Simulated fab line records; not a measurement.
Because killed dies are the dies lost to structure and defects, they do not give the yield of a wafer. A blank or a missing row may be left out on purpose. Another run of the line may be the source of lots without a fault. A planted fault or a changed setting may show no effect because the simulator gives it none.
Split-lot trial + flow gf180mcu + 23 wafers read across 5 lots, on a route 602 steps long

== ON THE SPLIT ==
At GF_MVSD_COAT_02 (resist thk 3000 nm), the setting resistThkNm was moved away from the recipe's 3000 nm on 10 of the 23 wafers read, by -3.3% to +6.0%. For the rest of the wafers, this setting stayed at what the recipe calls for.

The split's own step is where the reading is taken.

== THE READING ==
coat_of_MVSD_COAT_02.thkNm (the simulator's own value, which no gauge read), in nm, at GF_MVSD_COAT_02 (resist thk 3000 nm). The file gives no usual value for it. Average 3009 nm, standard deviation 4.9 nm, over the 13 wafers here run with the recipe.

| wafer  | tool, chamber at the split | resistThkNm as run, nm | against the recipe | coat_of_MVSD_COAT_02.thkNm, nm | against lot-mates on the recipe |
|--------|----------------------------|------------------------|--------------------|--------------------------------|---------------------------------|
| L075.1 | lithoTrack-04, 0           | 3000                   | recipe             | 3013                           | -                               |
| L075.3 | lithoTrack-04, 0           | 3176                   | +5.9%              | 3192                           | +180                            |
| L075.4 | lithoTrack-04, 0           | 3176                   | +5.9%              | 3189                           | +176                            |
| L075.5 | lithoTrack-04, 0           | 3176                   | +5.9%              | 3190                           | +178                            |
| L075.6 | lithoTrack-04, 0           | 3000                   | recipe             | 3012                           | -                               |
| L076.3 | lithoTrack-04, 0           | 3000                   | recipe             | 3010                           | -                               |
| L076.4 | lithoTrack-04, 0           | 3000                   | recipe             | 3005                           | -                               |
| L076.6 | lithoTrack-04, 0           | 3000                   | recipe             | 3009                           | -                               |
| L079.2 | lithoTrack-02, 0           | 2902                   | -3.3%              | 2908                           | -95                             |
| L079.3 | lithoTrack-02, 0           | 3000                   | recipe             | 2999                           | -                               |
| L079.4 | lithoTrack-02, 0           | 3000                   | recipe             | 3003                           | -                               |
| L079.5 | lithoTrack-02, 0           | 3000                   | recipe             | 3008                           | -                               |
| L079.6 | lithoTrack-02, 0           | 2902                   | -3.3%              | 2911                           | -92                             |
| L083.1 | lithoTrack-04, 0           | 3179                   | +6.0%              | 3187                           | +178                            |
| L083.2 | lithoTrack-04, 0           | 3000                   | recipe             | 3011                           | -                               |
| L083.3 | lithoTrack-04, 0           | 3000                   | recipe             | 3006                           | -                               |
| L083.5 | lithoTrack-04, 0           | 3179                   | +6.0%              | 3190                           | +182                            |
| L083.6 | lithoTrack-04, 0           | 3179                   | +6.0%              | 3189                           | +180                            |
| L084.1 | lithoTrack-04, 0           | 3144                   | +4.8%              | 3164                           | +149                            |
| L084.2 | lithoTrack-04, 0           | 3000                   | recipe             | 3015                           | -                               |
| L084.3 | lithoTrack-04, 0           | 3144                   | +4.8%              | 3162                           | +147                            |
| L084.4 | lithoTrack-04, 0           | 3000                   | recipe             | 3012                           | -                               |
| L084.6 | lithoTrack-04, 0           | 3000                   | recipe             | 3018                           | -                               |

THE FIT
A straight line over all 23 wafers: coat_of_MVSD_COAT_02.thkNm changes by +30.7 nm for each +1% of resistThkNm; r = +1.00; the points scatter about the line by 4.7 nm.
The same after taking each lot's own level away (the mean of its wafers on the recipe; 23 wafers): +30.1 nm for each +1%; r = +1.00; scatter 2.7 nm.
That fit puts the effect of the largest move of resistThkNm on the reading at 1.8e+02 nm.
Measured against the standard deviation above, the lots' own levels, which go from 3003.3 to 3015.0 nm, span 2.4 times it.
Consequently the slope shifts little with the lot-to-lot level, the two slopes agreeing.
Check: with one of the wafers moved furthest among these (+6.0%) left out of the fit, the line predicts +181 nm for it against its lot-mates. It came out at +178 nm against them.

== OTHER SPLITS APPLIED TO THESE WAFERS ==
Other splits were also applied to these wafers ahead of the reading. Each is held against what the fit with the lots' levels taken away leaves over:
| other split on the same wafers | wafers away from the commonest value | r with coat_of_MVSD_COAT_02.thkNm (lot level and that fit taken away) |
|--------------------------------|--------------------------------------|-----------------------------------------------------------------------|
| GF_STI_CVD_03 timeS            | 10                                   | +0.05                                                                 |
| GF_STI_DEVELOP_11 developTimeS | 8                                    | -0.09                                                                 |
| GF_DNWELL_STRIP_08 platenTempC | 9                                    | -0.02                                                                 |
| GF_LVPWELL_IMPLANT_08 doseCm2  | 10                                   | -0.06                                                                 |

== THE WHOLE CHAIN: every reading that the file lists as answering this split, in the file's order ==
| step             | what it does       | reading                                                                     | change (the file's fit)              | r (the file's) |
|------------------|--------------------|-----------------------------------------------------------------------------|--------------------------------------|----------------|
| GF_MVSD_COAT_02  | resist thk 3000 nm | coat_of_MVSD_COAT_02.thkNm (the simulator's own value, which no gauge read) | +30.2 nm for each +1% of the setting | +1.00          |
| GF_MVSD_STRIP_10 | strips in O2/N2    | stripTimeToEndpointS                                                        | withheld for each +1% of the setting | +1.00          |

== FILE'S OWN FIT ==
coat_of_MVSD_COAT_02.thkNm changes by +30.2 nm for each +1% of resistThkNm, r = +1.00.
